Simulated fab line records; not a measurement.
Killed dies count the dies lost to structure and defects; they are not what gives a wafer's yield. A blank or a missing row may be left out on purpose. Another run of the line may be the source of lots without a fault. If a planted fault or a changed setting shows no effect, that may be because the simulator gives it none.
Shared-tool check | flow gf180mcu | Lots sampled 12, wafers sampled 36

## THE REASON FOR OPENING IT
GF_V3_THK_MEAS_01, reading V3_CVD_00_THK: flagged on 2 of 12 lots. No-fault wafers: 600 nm, standard deviation 5.3.
Rule: a lot is flagged when every wafer of it that has a number lies more than 4 standard deviations from that mean, or none has a number. The other lots count as sound.

lot  | measured     | on           | V3_CVD_00_THK (nm), wafer by wafer | flag
L414 | day 21 19:20 | filmMetro-02 | 600 600 595                        | 
L417 | day 22 18:37 | filmMetro-02 | 506 509 507                        | FLAGGED
L418 | day 23 08:06 | filmMetro-04 | 519 513 520                        | FLAGGED
L426 | day 25 23:13 | filmMetro-03 | 598 604 603                        | 
L427 | day 26 04:35 | filmMetro-04 | 603 600 610                        | 
L428 | day 26 13:40 | filmMetro-04 | 603 607 605                        | 
L429 | day 26 20:11 | filmMetro-02 | 599 604 594                        | 
L430 | day 27 05:22 | filmMetro-03 | 598 601 595                        | 
L432 | day 27 21:20 | filmMetro-03 | 602 610 594                        | 
L433 | day 28 03:23 | filmMetro-04 | 606 599 602                        | 
L434 | day 28 10:35 | filmMetro-02 | 603 600 599                        | 
L436 | day 28 18:49 | filmMetro-04 | 603 613 604                        | 
Average over the flagged lots: 512 nm; offset from the usual -88 nm, equal to -17 standard deviations.

## TOOL THAT RAN EACH LOT
2 process steps preceding the reading are held in the record, out of 602 steps in the route. Every cell lists first the tool, next ch and the chambers used by the sampled wafers, and last the start.
lot  | flag    | GF_M3_STRIP_17                      | GF_V3_CVD_00
L414 |         | plasmaAsher-01 ch 0,1, day 21 18:44 | hdpcvd-02 ch 0,1,2, day 21 19:16
L417 | FLAGGED | plasmaAsher-02 ch 0,1, day 22 17:59 | hdpcvd-02 ch 1,2, day 22 18:33
L418 | FLAGGED | plasmaAsher-02 ch 0,1, day 23 07:31 | hdpcvd-02 ch 0,1, day 23 08:01
L426 |         | plasmaAsher-03 ch 0,1, day 25 22:36 | hdpcvd-01 ch 0,1,2, day 25 23:09
L427 |         | plasmaAsher-03 ch 0,1, day 26 03:57 | hdpcvd-01 ch 1,2, day 26 04:29
L428 |         | plasmaAsher-03 ch 0,1, day 26 13:04 | hdpcvd-02 ch 0,1,2, day 26 13:36
L429 |         | plasmaAsher-01 ch 0,1, day 26 19:34 | hdpcvd-02 ch 0,1,2, day 26 20:07
L430 |         | plasmaAsher-01 ch 0,1, day 27 04:46 | hdpcvd-01 ch 0,1,2, day 27 05:17
L432 |         | plasmaAsher-02 ch 0,1, day 27 20:42 | hdpcvd-02 ch 0,1,2, day 27 21:16
L433 |         | plasmaAsher-03 ch 0,1, day 28 02:46 | hdpcvd-02 ch 1,2, day 28 03:19
L434 |         | plasmaAsher-02 ch 0,1, day 28 09:58 | hdpcvd-02 ch 0,1,2, day 28 10:31
L436 |         | plasmaAsher-02 ch 0,1, day 28 18:13 | hdpcvd-01 ch 0,2, day 28 18:45
What is done by these steps:
- GF_M3_STRIP_17: strips in O2/N2.
- GF_V3_CVD_00: deposits SiO2, target thk 600 nm, time 100 s.
- GF_V3_THK_MEAS_01

## FLAGGED AGAINST TOTAL, ONE TOOL AT A TIME (gauges that did the reading follow at the end)
step              | tool           | lots run | flagged | share of the flagged lots | sound lots run after its first flagged lot
GF_M3_STRIP_17    | plasmaAsher-01 | 3        | 0       | none                      | -
GF_M3_STRIP_17    | plasmaAsher-02 | 5        | 2       | all                       | 3 (L432,L434,L436)
GF_M3_STRIP_17    | plasmaAsher-03 | 4        | 0       | none                      | -
GF_V3_CVD_00      | hdpcvd-01      | 4        | 0       | none                      | -
GF_V3_CVD_00      | hdpcvd-02      | 8        | 2       | all                       | 5 (L428,L429,L432,L433,L434)
GF_V3_THK_MEAS_01 | filmMetro-02   | 4        | 1       | some                      | 2 (L429,L434)
GF_V3_THK_MEAS_01 | filmMetro-03   | 3        | 0       | none                      | -
GF_V3_THK_MEAS_01 | filmMetro-04   | 5        | 1       | some                      | 4 (L427,L428,L433,L436)

## WHAT IS ALLOWED BY THE TABLE
In 2 table rows, all flagged lots were run: plasmaAsher-02 (GF_M3_STRIP_17), hdpcvd-02 (GF_V3_CVD_00).
- plasmaAsher-02 at GF_M3_STRIP_17: 2 of its 5 lots flagged. Sound lots ran on it after the first flagged one (L432, L434, L436), which a lasting fault on the whole tool wouldn't allow.
- hdpcvd-02 at GF_V3_CVD_00: 2 of its 8 lots flagged. Sound lots ran on it after the first flagged one (L428, L429, L432, L433, L434), which a lasting fault on the whole tool wouldn't allow. Its own readings lie more than 4 standard deviations out on every wafer of the flagged lots: sih4FlowSccm.
There is no row in the table that ran each flagged lot and no sound lot after the first.

## WHAT WAS PUT IN BY THE SIMULATOR
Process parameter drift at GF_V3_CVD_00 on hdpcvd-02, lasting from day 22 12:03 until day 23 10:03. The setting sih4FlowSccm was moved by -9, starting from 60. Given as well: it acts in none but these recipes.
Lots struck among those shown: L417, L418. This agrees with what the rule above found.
